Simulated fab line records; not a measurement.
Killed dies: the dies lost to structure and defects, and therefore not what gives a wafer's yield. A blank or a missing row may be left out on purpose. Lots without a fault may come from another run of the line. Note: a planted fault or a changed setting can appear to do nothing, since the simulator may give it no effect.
Split-lot trial || flow sfqLine || 5 lots, 23 wafers read, on a route of 325 steps

## THE SPLIT ITSELF
At SFQ_TRILAYER_L0_VIA_LITHO_COAT_013 (resist thk 650 nm), the setting spinRpm was moved away from the recipe's 3000 rpm on 10 of the 23 wafers read, by -6.5% to +5.2%. The other wafers ran this setting at the recipe's value.

The reading comes from the split's own step.

## THE READING
KrF_of_TRILAYER_L0_VIA_LITHO_COAT_013.thkNm (the simulator's own value, which no gauge read), in nm, at SFQ_TRILAYER_L0_VIA_LITHO_COAT_013 (resist thk 650 nm). There is no usual value for it anywhere in the file. Average 649.4 nm, standard deviation 2.6 nm, over the 13 wafers here run with the recipe.

{"wafer": "L075.3", "tool, chamber at the split": "lithoTrack-01, 0", "spinRpm as run, rpm": 3000, "against the recipe": "recipe", "KrF_of_TRILAYER_L0_VIA_LITHO_COAT_013.thkNm, nm": 647.3, "against lot-mates on the recipe": "-"}
{"wafer": "L075.4", "tool, chamber at the split": "lithoTrack-01, 0", "spinRpm as run, rpm": 3000, "against the recipe": "recipe", "KrF_of_TRILAYER_L0_VIA_LITHO_COAT_013.thkNm, nm": 646.8, "against lot-mates on the recipe": "-"}
{"wafer": "L075.5", "tool, chamber at the split": "lithoTrack-01, 0", "spinRpm as run, rpm": 3000, "against the recipe": "recipe", "KrF_of_TRILAYER_L0_VIA_LITHO_COAT_013.thkNm, nm": 646.6, "against lot-mates on the recipe": "-"}
{"wafer": "L079.1", "tool, chamber at the split": "lithoTrack-01, 0", "spinRpm as run, rpm": 2858, "against the recipe": "-4.7%", "KrF_of_TRILAYER_L0_VIA_LITHO_COAT_013.thkNm, nm": 665, "against lot-mates on the recipe": "+16.2"}
{"wafer": "L079.2", "tool, chamber at the split": "lithoTrack-01, 0", "spinRpm as run, rpm": 2858, "against the recipe": "-4.7%", "KrF_of_TRILAYER_L0_VIA_LITHO_COAT_013.thkNm, nm": 666.7, "against lot-mates on the recipe": "+18.0"}
{"wafer": "L079.4", "tool, chamber at the split": "lithoTrack-01, 0", "spinRpm as run, rpm": 2858, "against the recipe": "-4.7%", "KrF_of_TRILAYER_L0_VIA_LITHO_COAT_013.thkNm, nm": 662.9, "against lot-mates on the recipe": "+14.1"}
{"wafer": "L079.5", "tool, chamber at the split": "lithoTrack-01, 0", "spinRpm as run, rpm": 3000, "against the recipe": "recipe", "KrF_of_TRILAYER_L0_VIA_LITHO_COAT_013.thkNm, nm": 648.8, "against lot-mates on the recipe": "-"}
{"wafer": "L079.6", "tool, chamber at the split": "lithoTrack-01, 0", "spinRpm as run, rpm": 3000, "against the recipe": "recipe", "KrF_of_TRILAYER_L0_VIA_LITHO_COAT_013.thkNm, nm": 648.7, "against lot-mates on the recipe": "-"}
{"wafer": "L080.1", "tool, chamber at the split": "lithoTrack-01, 0", "spinRpm as run, rpm": 2900, "against the recipe": "-3.3%", "KrF_of_TRILAYER_L0_VIA_LITHO_COAT_013.thkNm, nm": 659.8, "against lot-mates on the recipe": "+11.7"}
{"wafer": "L080.2", "tool, chamber at the split": "lithoTrack-01, 0", "spinRpm as run, rpm": 3000, "against the recipe": "recipe", "KrF_of_TRILAYER_L0_VIA_LITHO_COAT_013.thkNm, nm": 648.4, "against lot-mates on the recipe": "-"}
{"wafer": "L080.3", "tool, chamber at the split": "lithoTrack-01, 0", "spinRpm as run, rpm": 2900, "against the recipe": "-3.3%", "KrF_of_TRILAYER_L0_VIA_LITHO_COAT_013.thkNm, nm": 660.8, "against lot-mates on the recipe": "+12.7"}
{"wafer": "L080.4", "tool, chamber at the split": "lithoTrack-01, 0", "spinRpm as run, rpm": 3000, "against the recipe": "recipe", "KrF_of_TRILAYER_L0_VIA_LITHO_COAT_013.thkNm, nm": 647.2, "against lot-mates on the recipe": "-"}
{"wafer": "L080.5", "tool, chamber at the split": "lithoTrack-01, 0", "spinRpm as run, rpm": 3000, "against the recipe": "recipe", "KrF_of_TRILAYER_L0_VIA_LITHO_COAT_013.thkNm, nm": 648.8, "against lot-mates on the recipe": "-"}
{"wafer": "L081.1", "tool, chamber at the split": "lithoTrack-02, 0", "spinRpm as run, rpm": 3156, "against the recipe": "+5.2%", "KrF_of_TRILAYER_L0_VIA_LITHO_COAT_013.thkNm, nm": 633.2, "against lot-mates on the recipe": -15.6}
{"wafer": "L081.2", "tool, chamber at the split": "lithoTrack-02, 0", "spinRpm as run, rpm": 3156, "against the recipe": "+5.2%", "KrF_of_TRILAYER_L0_VIA_LITHO_COAT_013.thkNm, nm": 632.7, "against lot-mates on the recipe": -16.1}
{"wafer": "L081.3", "tool, chamber at the split": "lithoTrack-02, 0", "spinRpm as run, rpm": 3000, "against the recipe": "recipe", "KrF_of_TRILAYER_L0_VIA_LITHO_COAT_013.thkNm, nm": 649.7, "against lot-mates on the recipe": "-"}
{"wafer": "L081.5", "tool, chamber at the split": "lithoTrack-02, 0", "spinRpm as run, rpm": 3000, "against the recipe": "recipe", "KrF_of_TRILAYER_L0_VIA_LITHO_COAT_013.thkNm, nm": 648, "against lot-mates on the recipe": "-"}
{"wafer": "L081.6", "tool, chamber at the split": "lithoTrack-02, 0", "spinRpm as run, rpm": 3156, "against the recipe": "+5.2%", "KrF_of_TRILAYER_L0_VIA_LITHO_COAT_013.thkNm, nm": 632, "against lot-mates on the recipe": -16.9}
{"wafer": "L083.2", "tool, chamber at the split": "lithoTrack-03, 0", "spinRpm as run, rpm": 3000, "against the recipe": "recipe", "KrF_of_TRILAYER_L0_VIA_LITHO_COAT_013.thkNm, nm": 652.9, "against lot-mates on the recipe": "-"}
{"wafer": "L083.3", "tool, chamber at the split": "lithoTrack-03, 0", "spinRpm as run, rpm": 3000, "against the recipe": "recipe", "KrF_of_TRILAYER_L0_VIA_LITHO_COAT_013.thkNm, nm": 655, "against lot-mates on the recipe": "-"}
{"wafer": "L083.4", "tool, chamber at the split": "lithoTrack-03, 0", "spinRpm as run, rpm": 2804, "against the recipe": "-6.5%", "KrF_of_TRILAYER_L0_VIA_LITHO_COAT_013.thkNm, nm": 673.6, "against lot-mates on the recipe": "+19.8"}
{"wafer": "L083.5", "tool, chamber at the split": "lithoTrack-03, 0", "spinRpm as run, rpm": 2804, "against the recipe": "-6.5%", "KrF_of_TRILAYER_L0_VIA_LITHO_COAT_013.thkNm, nm": 677.3, "against lot-mates on the recipe": "+23.5"}
{"wafer": "L083.6", "tool, chamber at the split": "lithoTrack-03, 0", "spinRpm as run, rpm": 3000, "against the recipe": "recipe", "KrF_of_TRILAYER_L0_VIA_LITHO_COAT_013.thkNm, nm": 653.4, "against lot-mates on the recipe": "-"}

THE FIT
A straight line over all 23 wafers: KrF_of_TRILAYER_L0_VIA_LITHO_COAT_013.thkNm changes by -3.48 nm for each +1% of spinRpm; r = -0.98; the points scatter about the line by 2.5 nm.
The same after taking each lot's own level away (the mean of its wafers on the recipe; 23 wafers): -3.28 nm for each +1%; r = -1.00; scatter 1.1 nm.
On that fit, the largest move of spinRpm shifts the reading by 21 nm.
From 646.90 to 653.77 nm: that is the span of the lots' own levels, equal to 2.6 times the standard deviation above.
Hence the lot-to-lot level has little effect on the slope; both slopes agree.
Check: +22.2 nm against its lot-mates is what the line predicts for one of the wafers moved furthest among these (-6.5%) when that wafer is left out of the fit. It came out at +19.8 nm against them.

## ADDITIONAL SPLITS CARRIED BY THESE WAFERS
These wafers also went through other splits before the reading. Each is held against what the fit with the lots' levels taken away leaves over:
{"other split on the same wafers": "SFQ_TRILAYER_L0_LITHO_COAT_010 spinRpm", "wafers away from the commonest value": 7, "r with KrF_of_TRILAYER_L0_VIA_LITHO_COAT_013.thkNm (lot level and that fit taken away)": "+0.24"}

## THE FILE'S OWN FIT
KrF_of_TRILAYER_L0_VIA_LITHO_COAT_013.thkNm changes by -3.32 nm for each +1% of spinRpm, r = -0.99.
